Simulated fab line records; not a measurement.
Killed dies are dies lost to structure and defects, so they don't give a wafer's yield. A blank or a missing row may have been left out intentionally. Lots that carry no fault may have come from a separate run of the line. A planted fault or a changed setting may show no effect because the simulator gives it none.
Which tool was responsible? :: flow gf180mcu :: 45 wafers from 15 lots sampled at 5 of the route's 602 steps

== WHAT EACH GAUGE READ, for each wafer ==
GF_NSD_TW_MEAS_12.
lot: L128
measured: day 13 16:20
on: filmMetro-01
NSD_TW: 4311 4301 4289

lot: L129
measured: day 14 00:19
on: filmMetro-03
NSD_TW: 4292 4264 4268

lot: L130
measured: day 14 09:07
on: filmMetro-03
NSD_TW: 4234 4262 4273

lot: L131
measured: day 14 19:01
on: filmMetro-04
NSD_TW: 4215 4227 4199

lot: L132
measured: day 15 04:23
on: filmMetro-03
NSD_TW: 4252 4263 4262

lot: L133
measured: day 15 17:14
on: filmMetro-04
NSD_TW: 4245 4239 4241

lot: L134
measured: day 15 19:05
on: filmMetro-04
NSD_TW: 4250 4256 4246

lot: L135
measured: day 16 09:04
on: filmMetro-04
NSD_TW: 4217 4227 4226

lot: L136
measured: day 16 23:34
on: filmMetro-04
NSD_TW: 4202 4180 4224

lot: L138
measured: day 17 08:25
on: filmMetro-04
NSD_TW: 4210 4209 4186

lot: L145
measured: day 19 16:25
on: filmMetro-01
NSD_TW: 4249 4251 4255

lot: L146
measured: day 20 04:55
on: filmMetro-01
NSD_TW: 4251 4255 4272

lot: L147
measured: day 20 11:22
on: filmMetro-03
NSD_TW: 4252 4249 4235

lot: L149
measured: day 21 04:20
on: filmMetro-01
NSD_TW: 4304 4299 4303

lot: L150
measured: day 21 14:10
on: filmMetro-03
NSD_TW: 4248 4258 4252

GF_M1_CD_MEAS_14: target cd 230 nm.
lot: L128
measured: day 17 09:48
on: cdSem-02
cdNm (nm): 229.8 230.3 230.1

lot: L129
measured: day 17 19:09
on: cdSem-01
cdNm (nm): 228.8 227.8 228.5

lot: L130
measured: day 18 05:38
on: cdSem-01
cdNm (nm): 230.6 231.5 231.4

lot: L131
measured: day 18 15:53
on: cdSem-01
cdNm (nm): 229.0 229.1 229.8

lot: L132
measured: day 19 03:47
on: cdSem-01
cdNm (nm): 229.6 229.8 229.7

lot: L133
measured: day 19 18:12
on: cdSem-01
cdNm (nm): 230.1 230.0 231.0

lot: L134
measured: day 19 19:30
on: cdSem-01
cdNm (nm): 228.7 228.8 227.0

lot: L135
measured: day 20 11:14
on: cdSem-01
cdNm (nm): 231.5 231.9 231.0

lot: L136
measured: day 21 03:06
on: cdSem-01
cdNm (nm): 228.4 228.7 227.9

lot: L138
measured: day 21 12:16
on: cdSem-02
cdNm (nm): 229.7 230.0 229.4

lot: L145
measured: day 23 18:57
on: cdSem-02
cdNm (nm): 228.9 227.3 228.9

lot: L146
measured: day 24 06:31
on: cdSem-01
cdNm (nm): 230.4 228.9 230.9

lot: L147
measured: day 24 13:20
on: cdSem-02
cdNm (nm): 230.8 230.8 230.9

lot: L149
measured: day 25 02:32
on: cdSem-02
cdNm (nm): 228.6 229.4 228.4

lot: L150
measured: day 25 13:07
on: cdSem-01
cdNm (nm): 229.9 230.5 229.7

== WHAT TOOL EACH LOT RAN ON (gives the tool, then ch and the chambers of the sampled wafers, and finally the start) ==
lot: L128
GF_MVPSD_COAT_02: lithoTrack-01 ch 0, day 4 23:19
GF_MVPSD_STRIP_10: plasmaAsher-02 ch 0,1, day 5 06:50
GF_HV_LDD_STRIP_49: plasmaAsher-01 ch 0,1, day 12 16:29

lot: L129
GF_MVPSD_COAT_02: lithoTrack-04 ch 0, day 5 03:14
GF_MVPSD_STRIP_10: plasmaAsher-02 ch 0, day 5 11:16
GF_HV_LDD_STRIP_49: plasmaAsher-01 ch 0, day 12 23:01

lot: L130
GF_MVPSD_COAT_02: lithoTrack-04 ch 0, day 5 10:22
GF_MVPSD_STRIP_10: plasmaAsher-02 ch 0,1, day 5 18:09
GF_HV_LDD_STRIP_49: plasmaAsher-03 ch 0,1, day 13 08:50

lot: L131
GF_MVPSD_COAT_02: lithoTrack-02 ch 0, day 5 17:08
GF_MVPSD_STRIP_10: plasmaAsher-01 ch 0,1, day 6 00:38
GF_HV_LDD_STRIP_49: plasmaAsher-01 ch 0,1, day 13 18:29

lot: L132
GF_MVPSD_COAT_02: lithoTrack-02 ch 0, day 6 00:14
GF_MVPSD_STRIP_10: plasmaAsher-01 ch 0,1, day 6 08:00
GF_HV_LDD_STRIP_49: plasmaAsher-02 ch 0,1, day 14 03:17

lot: L133
GF_MVPSD_COAT_02: lithoTrack-02 ch 0, day 6 06:19
GF_MVPSD_STRIP_10: plasmaAsher-01 ch 0,1, day 6 14:13
GF_HV_LDD_STRIP_49: plasmaAsher-02 ch 0,1, day 14 16:49

lot: L134
GF_MVPSD_COAT_02: lithoTrack-01 ch 0, day 6 09:34
GF_MVPSD_STRIP_10: plasmaAsher-02 ch 0,1, day 6 17:40
GF_HV_LDD_STRIP_49: plasmaAsher-02 ch 0,1, day 14 18:11

lot: L135
GF_MVPSD_COAT_02: lithoTrack-02 ch 0, day 6 19:43
GF_MVPSD_STRIP_10: plasmaAsher-02 ch 0,1, day 7 04:02
GF_HV_LDD_STRIP_49: plasmaAsher-02 ch 1, day 15 07:56

lot: L136
GF_MVPSD_COAT_02: lithoTrack-02 ch 0, day 7 05:58
GF_MVPSD_STRIP_10: plasmaAsher-03 ch 0,1, day 7 15:14
GF_HV_LDD_STRIP_49: plasmaAsher-01 ch 0,1, day 15 22:02

lot: L138
GF_MVPSD_COAT_02: lithoTrack-02 ch 0, day 7 10:44
GF_MVPSD_STRIP_10: plasmaAsher-02 ch 0,1, day 7 19:23
GF_HV_LDD_STRIP_49: plasmaAsher-01 ch 0,1, day 16 06:05

lot: L145
GF_MVPSD_COAT_02: lithoTrack-01 ch 0, day 9 05:49
GF_MVPSD_STRIP_10: plasmaAsher-01 ch 1, day 9 14:43
GF_HV_LDD_STRIP_49: plasmaAsher-03 ch 0, day 18 12:49

lot: L146
GF_MVPSD_COAT_02: lithoTrack-01 ch 0, day 9 10:07
GF_MVPSD_STRIP_10: plasmaAsher-03 ch 0,1, day 9 19:31
GF_HV_LDD_STRIP_49: plasmaAsher-02 ch 0,1, day 19 01:22

lot: L147
GF_MVPSD_COAT_02: lithoTrack-02 ch 0, day 9 16:47
GF_MVPSD_STRIP_10: plasmaAsher-01 ch 1, day 10 02:11
GF_HV_LDD_STRIP_49: plasmaAsher-03 ch 0,1, day 19 07:28

lot: L149
GF_MVPSD_COAT_02: lithoTrack-02 ch 0, day 10 04:37
GF_MVPSD_STRIP_10: plasmaAsher-03 ch 0,1, day 10 14:46
GF_HV_LDD_STRIP_49: plasmaAsher-03 ch 0,1, day 20 00:37

lot: L150
GF_MVPSD_COAT_02: lithoTrack-02 ch 0, day 10 11:41
GF_MVPSD_STRIP_10: plasmaAsher-01 ch 0,1, day 10 21:25
GF_HV_LDD_STRIP_49: plasmaAsher-03 ch 0,1, day 20 10:28
- GF_MVPSD_COAT_02: resist thk 3000 nm.
- GF_MVPSD_STRIP_10: strips in O2/N2.
- GF_HV_LDD_STRIP_49: strips in O2/N2.

== AS READ BY THE TOOLS THEMSELVES (means over the sampled wafers that have a number; for cases with no such wafer, the mark the record gives instead) ==
GF_MVPSD_COAT_02.
lot: L128
tool: lithoTrack-01
spinSpeedRpm (rpm): 1999.9

lot: L129
tool: lithoTrack-04
spinSpeedRpm (rpm): 1999.0

lot: L130
tool: lithoTrack-04
spinSpeedRpm (rpm): 1999.1

lot: L131
tool: lithoTrack-02
spinSpeedRpm (rpm): 1999.3

lot: L132
tool: lithoTrack-02
spinSpeedRpm (rpm): 1998.5

lot: L133
tool: lithoTrack-02
spinSpeedRpm (rpm): 1999.2

lot: L134
tool: lithoTrack-01
spinSpeedRpm (rpm): 1999.1

lot: L135
tool: lithoTrack-02
spinSpeedRpm (rpm): 2000.3

lot: L136
tool: lithoTrack-02
spinSpeedRpm (rpm): 2000.2

lot: L138
tool: lithoTrack-02
spinSpeedRpm (rpm): 2000.8

lot: L145
tool: lithoTrack-01
spinSpeedRpm (rpm): 2000.0

lot: L146
tool: lithoTrack-01
spinSpeedRpm (rpm): 2000.4

lot: L147
tool: lithoTrack-02
spinSpeedRpm (rpm): 2000.8

lot: L149
tool: lithoTrack-02
spinSpeedRpm (rpm): 1999.4

lot: L150
tool: lithoTrack-02
spinSpeedRpm (rpm): 1999.3

GF_MVPSD_STRIP_10.
lot: L128
tool: plasmaAsher-02
drypumpMotorCurrentA (A): 5.9
heaterPowerW (W): 314
oesProductAu (a.u.): 0.719
platenTempC (C): 250.07
stripTimeToEndpointS (s): 37.01

lot: L129
tool: plasmaAsher-02
drypumpMotorCurrentA (A): 5.9
heaterPowerW (W): 302
oesProductAu (a.u.): 0.725
platenTempC (C): 249.62
stripTimeToEndpointS (s): 37.10

lot: L130
tool: plasmaAsher-02
drypumpMotorCurrentA (A): 5.9
heaterPowerW (W): 329
oesProductAu (a.u.): 0.728
platenTempC (C): 250.18
stripTimeToEndpointS (s): 36.97

lot: L131
tool: plasmaAsher-01
drypumpMotorCurrentA (A): 5.6
heaterPowerW (W): 319
oesProductAu (a.u.): 0.724
platenTempC (C): 250.11
stripTimeToEndpointS (s): 36.94

lot: L132
tool: plasmaAsher-01
drypumpMotorCurrentA (A): 5.9
heaterPowerW (W): 316
oesProductAu (a.u.): 0.723
platenTempC (C): 249.80
stripTimeToEndpointS (s): 36.75

lot: L133
tool: plasmaAsher-01
drypumpMotorCurrentA (A): 5.6
heaterPowerW (W): 312
oesProductAu (a.u.): 0.724
platenTempC (C): 250.07
stripTimeToEndpointS (s): 36.84

lot: L134
tool: plasmaAsher-02
drypumpMotorCurrentA (A): 5.9
heaterPowerW (W): 324
oesProductAu (a.u.): 0.725
platenTempC (C): 249.89
stripTimeToEndpointS (s): 37.10

lot: L135
tool: plasmaAsher-02
drypumpMotorCurrentA (A): 5.9
heaterPowerW (W): 316
oesProductAu (a.u.): 0.719
platenTempC (C): 249.94
stripTimeToEndpointS (s): 14.90

lot: L136
tool: plasmaAsher-03
drypumpMotorCurrentA (A): 6.5
heaterPowerW (W): 352
oesProductAu (a.u.): 0.716
platenTempC (C): 250.11
stripTimeToEndpointS (s): 14.82

lot: L138
tool: plasmaAsher-02
drypumpMotorCurrentA (A): 5.9
heaterPowerW (W): 329
oesProductAu (a.u.): 0.716
platenTempC (C): 249.96
stripTimeToEndpointS (s): 14.92

lot: L145
tool: plasmaAsher-01
drypumpMotorCurrentA (A): 6.1
heaterPowerW (W): 313
oesProductAu (a.u.): 0.716
platenTempC (C): 250.14
stripTimeToEndpointS (s): 36.99

lot: L146
tool: plasmaAsher-03
drypumpMotorCurrentA (A): 6.3
heaterPowerW (W): 299
oesProductAu (a.u.): 0.724
platenTempC (C): 249.92
stripTimeToEndpointS (s): 36.71

lot: L147
tool: plasmaAsher-01
drypumpMotorCurrentA (A): 6.1
heaterPowerW (W): 307
oesProductAu (a.u.): 0.717
platenTempC (C): 250.02
stripTimeToEndpointS (s): 36.86

lot: L149
tool: plasmaAsher-03
drypumpMotorCurrentA (A): 6.5
heaterPowerW (W): 346
oesProductAu (a.u.): 0.721
platenTempC (C): 249.97
stripTimeToEndpointS (s): 36.82

lot: L150
tool: plasmaAsher-01
drypumpMotorCurrentA (A): 5.9
heaterPowerW (W): 315
oesProductAu (a.u.): 0.724
platenTempC (C): 249.90
stripTimeToEndpointS (s): 36.95

GF_HV_LDD_STRIP_49.
lot: L128
tool: plasmaAsher-01
drypumpMotorCurrentA (A): 5.6
heaterPowerW (W): 320
oesProductAu (a.u.): 0.712
platenTempC (C): 249.91
stripTimeToEndpointS (s): 12.62

lot: L129
tool: plasmaAsher-01
drypumpMotorCurrentA (A): 5.4
heaterPowerW (W): 322
oesProductAu (a.u.): 0.719
platenTempC (C): 250.16
stripTimeToEndpointS (s): 12.58

lot: L130
tool: plasmaAsher-03
drypumpMotorCurrentA (A): 6.3
heaterPowerW (W): 302
oesProductAu (a.u.): 0.712
platenTempC (C): 250.06
stripTimeToEndpointS (s): 12.66

lot: L131
tool: plasmaAsher-01
drypumpMotorCurrentA (A): 5.6
heaterPowerW (W): 318
oesProductAu (a.u.): 0.716
platenTempC (C): 249.81
stripTimeToEndpointS (s): 12.61

lot: L132
tool: plasmaAsher-02
drypumpMotorCurrentA (A): 5.9
heaterPowerW (W): 317
oesProductAu (a.u.): 0.715
platenTempC (C): 250.06
stripTimeToEndpointS (s): 12.67

lot: L133
tool: plasmaAsher-02
drypumpMotorCurrentA (A): 5.9
heaterPowerW (W): 312
oesProductAu (a.u.): 0.716
platenTempC (C): 250.22
stripTimeToEndpointS (s): 12.60

lot: L134
tool: plasmaAsher-02
drypumpMotorCurrentA (A): 5.9
heaterPowerW (W): 314
oesProductAu (a.u.): 0.718
platenTempC (C): 250.19
stripTimeToEndpointS (s): 12.67

lot: L135
tool: plasmaAsher-02
drypumpMotorCurrentA (A): 6.0
heaterPowerW (W): 336
oesProductAu (a.u.): 0.716
platenTempC (C): 249.88
stripTimeToEndpointS (s): 12.62

lot: L136
tool: plasmaAsher-01
drypumpMotorCurrentA (A): 5.9
heaterPowerW (W): 319
oesProductAu (a.u.): 0.713
platenTempC (C): 250.10
stripTimeToEndpointS (s): 12.62

lot: L138
tool: plasmaAsher-01
drypumpMotorCurrentA (A): 5.9
heaterPowerW (W): 310
oesProductAu (a.u.): 0.717
platenTempC (C): 250.01
stripTimeToEndpointS (s): 12.57

lot: L145
tool: plasmaAsher-03
drypumpMotorCurrentA (A): 6.1
heaterPowerW (W): 251
oesProductAu (a.u.): 0.719
platenTempC (C): 249.94
stripTimeToEndpointS (s): 12.64

lot: L146
tool: plasmaAsher-02
drypumpMotorCurrentA (A): 5.9
heaterPowerW (W): 325
oesProductAu (a.u.): 0.711
platenTempC (C): 249.90
stripTimeToEndpointS (s): 12.67

lot: L147
tool: plasmaAsher-03
drypumpMotorCurrentA (A): 6.5
heaterPowerW (W): 350
oesProductAu (a.u.): 0.716
platenTempC (C): 250.07
stripTimeToEndpointS (s): 12.65

lot: L149
tool: plasmaAsher-03
drypumpMotorCurrentA (A): 6.3
heaterPowerW (W): 300
oesProductAu (a.u.): 0.715
platenTempC (C): 250.05
stripTimeToEndpointS (s): 12.59

lot: L150
tool: plasmaAsher-03
drypumpMotorCurrentA (A): 6.5
heaterPowerW (W): 348
oesProductAu (a.u.): 0.715
platenTempC (C): 249.89
stripTimeToEndpointS (s): 12.63

== THE ANSWER, worked out from the rows above alone ==
Rule: the lots themselves supply what counts as usual. Put in order of their means at a reading, lots are off if they are a third of the lots or fewer, leave a main group of 4 or more, and stand apart from it by a gap of 3 or more times the standard deviation of the main group's means; of several such gaps the widest counts. A main group is skipped when, at the precision printed for the reading in the tables above, its means are all equal. Also off: a lot with no number at a reading for which 4 or more lots have one. All remaining lots with rows at the step are treated as sound. First the gauges in route order, then the tools' own readings, where a lot's mean is used as printed above. At the first step where some lot is off, the reading lying furthest off is the one used; lots without a number count as furthest.
Off, at GF_MVPSD_STRIP_10 on stripTimeToEndpointS: L135, L136, L138. For the main group the mean is 36.92 s and the standard deviation 0.12.
If a tool, at that step or one of the process steps before it, ran each lot that is off and ran no sound lot following the first of them, it fits. Of those tried, none fits.

== WHAT THE SIMULATOR HAD PUT IN ==
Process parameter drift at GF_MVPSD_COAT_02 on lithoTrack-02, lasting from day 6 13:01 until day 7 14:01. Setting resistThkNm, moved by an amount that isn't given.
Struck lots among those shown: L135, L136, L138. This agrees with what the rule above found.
